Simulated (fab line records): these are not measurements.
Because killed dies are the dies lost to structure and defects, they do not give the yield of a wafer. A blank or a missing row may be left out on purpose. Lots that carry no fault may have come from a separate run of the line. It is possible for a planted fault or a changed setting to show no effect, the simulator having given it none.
Which tool did it? || flow gf180mcu || 42 wafers from 14 lots sampled at 3 of the route's 602 steps

== WHAT THE GAUGES SHOWED, per wafer ==
GF_V4_OVL_MEAS_15. Usual: V4_OVL typically reads 3 nm, with standard deviation 5.5.
{"lot": "L116", "measured": "day 24 09:34", "on": "overlay-01", "V4_OVL (nm)": "-4 3 10", "flag": ""}
{"lot": "L117", "measured": "day 24 22:25", "on": "overlay-01", "V4_OVL (nm)": "17 1 3", "flag": ""}
{"lot": "L118", "measured": "day 25 03:12", "on": "overlay-01", "V4_OVL (nm)": "4 3 -1", "flag": ""}
{"lot": "L119", "measured": "day 25 08:28", "on": "overlay-01", "V4_OVL (nm)": "6 8 5", "flag": ""}
{"lot": "L120", "measured": "day 25 13:58", "on": "overlay-02", "V4_OVL (nm)": "-6 -4 5", "flag": ""}
{"lot": "L121", "measured": "day 26 03:50", "on": "overlay-02", "V4_OVL (nm)": "-4 3 6", "flag": ""}
{"lot": "L122", "measured": "day 27 01:12", "on": "overlay-02", "V4_OVL (nm)": "2 11 5", "flag": ""}
{"lot": "L123", "measured": "day 27 02:52", "on": "overlay-02", "V4_OVL (nm)": "-6 -1 1", "flag": ""}
{"lot": "L133", "measured": "day 29 22:58", "on": "overlay-01", "V4_OVL (nm)": "-6 3 2", "flag": ""}
{"lot": "L134", "measured": "day 30 11:50", "on": "overlay-01", "V4_OVL (nm)": "3 -1 -2", "flag": ""}
{"lot": "L135", "measured": "day 30 19:42", "on": "overlay-01", "V4_OVL (nm)": "-1 9 0", "flag": ""}
{"lot": "L136", "measured": "day 31 03:12", "on": "overlay-01", "V4_OVL (nm)": "2 -2 1", "flag": ""}
{"lot": "L137", "measured": "day 31 02:13", "on": "overlay-01", "V4_OVL (nm)": "5 13 13", "flag": ""}
{"lot": "L138", "measured": "day 31 21:05", "on": "overlay-02", "V4_OVL (nm)": "-2 -3 1", "flag": ""}

GF_M5_CD_MEAS_07: the cd target is 280 nm. Usual: cdNm 279.5 nm, standard deviation 1.1.
{"lot": "L116", "measured": "day 26 05:43", "on": "cdSem-02", "cdNm (nm)": "279.7 281.2 280.8", "flag": ""}
{"lot": "L117", "measured": "day 26 19:28", "on": "cdSem-02", "cdNm (nm)": "278.9 279.3 277.9", "flag": ""}
{"lot": "L118", "measured": "day 26 23:47", "on": "cdSem-02", "cdNm (nm)": "278.9 277.0 279.3", "flag": ""}
{"lot": "L119", "measured": "day 27 03:22", "on": "cdSem-02", "cdNm (nm)": "280.0 279.3 280.6", "flag": ""}
{"lot": "L120", "measured": "day 27 09:32", "on": "cdSem-02", "cdNm (nm)": "278.8 279.5 279.3", "flag": ""}
{"lot": "L121", "measured": "day 27 23:32", "on": "cdSem-02", "cdNm (nm)": "278.9 278.0 278.0", "flag": ""}
{"lot": "L122", "measured": "day 28 19:58", "on": "cdSem-01", "cdNm (nm)": "280.9 279.9 281.4", "flag": ""}
{"lot": "L123", "measured": "day 28 21:10", "on": "cdSem-01", "cdNm (nm)": "277.3 278.8 278.8", "flag": ""}
{"lot": "L133", "measured": "day 31 12:29", "on": "cdSem-02", "cdNm (nm)": "279.1 280.1 278.8", "flag": ""}
{"lot": "L134", "measured": "day 32 00:31", "on": "cdSem-01", "cdNm (nm)": "277.3 277.1 277.0", "flag": ""}
{"lot": "L135", "measured": "day 32 08:04", "on": "cdSem-01", "cdNm (nm)": "279.0 278.2 280.4", "flag": ""}
{"lot": "L136", "measured": "day 32 15:22", "on": "cdSem-02", "cdNm (nm)": "278.7 279.8 279.6", "flag": ""}
{"lot": "L137", "measured": "day 32 15:22", "on": "cdSem-01", "cdNm (nm)": "279.6 280.2 280.1", "flag": ""}
{"lot": "L138", "measured": "day 33 08:03", "on": "cdSem-01", "cdNm (nm)": "280.4 280.2 281.2", "flag": ""}

== WHAT TOOL EACH LOT RAN ON (gives the tool, then ch and the chambers of the sampled wafers, and finally the start) ==
{"lot": "L116", "GF_STI_WET_ETCH_26": "wetBench-04 ch 0, day 2 09:07"}
{"lot": "L117", "GF_STI_WET_ETCH_26": "wetBench-04 ch 2, day 2 15:52"}
{"lot": "L118", "GF_STI_WET_ETCH_26": "wetBench-03 ch 2, day 2 19:31"}
{"lot": "L119", "GF_STI_WET_ETCH_26": "wetBench-03 ch 3, day 3 00:37"}
{"lot": "L120", "GF_STI_WET_ETCH_26": "wetBench-03 ch 1, day 3 04:55"}
{"lot": "L121", "GF_STI_WET_ETCH_26": "wetBench-03 ch 3, day 3 11:23"}
{"lot": "L122", "GF_STI_WET_ETCH_26": "wetBench-04 ch 1, day 3 21:07"}
{"lot": "L123", "GF_STI_WET_ETCH_26": "wetBench-03 ch 3, day 3 21:08"}
{"lot": "L133", "GF_STI_WET_ETCH_26": "wetBench-04 ch 0, day 6 00:18"}
{"lot": "L134", "GF_STI_WET_ETCH_26": "wetBench-02 ch 0, day 6 08:39"}
{"lot": "L135", "GF_STI_WET_ETCH_26": "wetBench-03 ch 0, day 6 14:11"}
{"lot": "L136", "GF_STI_WET_ETCH_26": "wetBench-03 ch 1, day 6 20:45"}
{"lot": "L137", "GF_STI_WET_ETCH_26": "wetBench-03 ch 1, day 7 02:10"}
{"lot": "L138", "GF_STI_WET_ETCH_26": "wetBench-04 ch 0, day 7 10:20"}
- GF_STI_WET_ETCH_26: etches SiO2 in dHF, target depth 94 nm, time 188 s.

== AS READ BY THE TOOLS THEMSELVES (means over the sampled wafers that have a number; for cases with no such wafer, the mark the record gives instead) ==
The record holds no such reading with a usual standard deviation.

== THE ANSWER, worked out from the rows above alone ==
Rule: lot off if the mean of its wafers having a number is beyond 3 standard deviations from the usual mean. A lot without any number at a reading at which 4 lots or more have one is off too. Where the step has rows for the other lots, those lots are counted as sound. First the gauges in route order, then the tools' own readings, where a lot's mean is used as printed above. At the first step where some lot is off, the reading lying furthest off is the one used; lots without a number count as furthest.
None of the lots is off at any reading shown; this tells nothing.

== WHAT HAD BEEN PUT IN BY THE SIMULATOR ==
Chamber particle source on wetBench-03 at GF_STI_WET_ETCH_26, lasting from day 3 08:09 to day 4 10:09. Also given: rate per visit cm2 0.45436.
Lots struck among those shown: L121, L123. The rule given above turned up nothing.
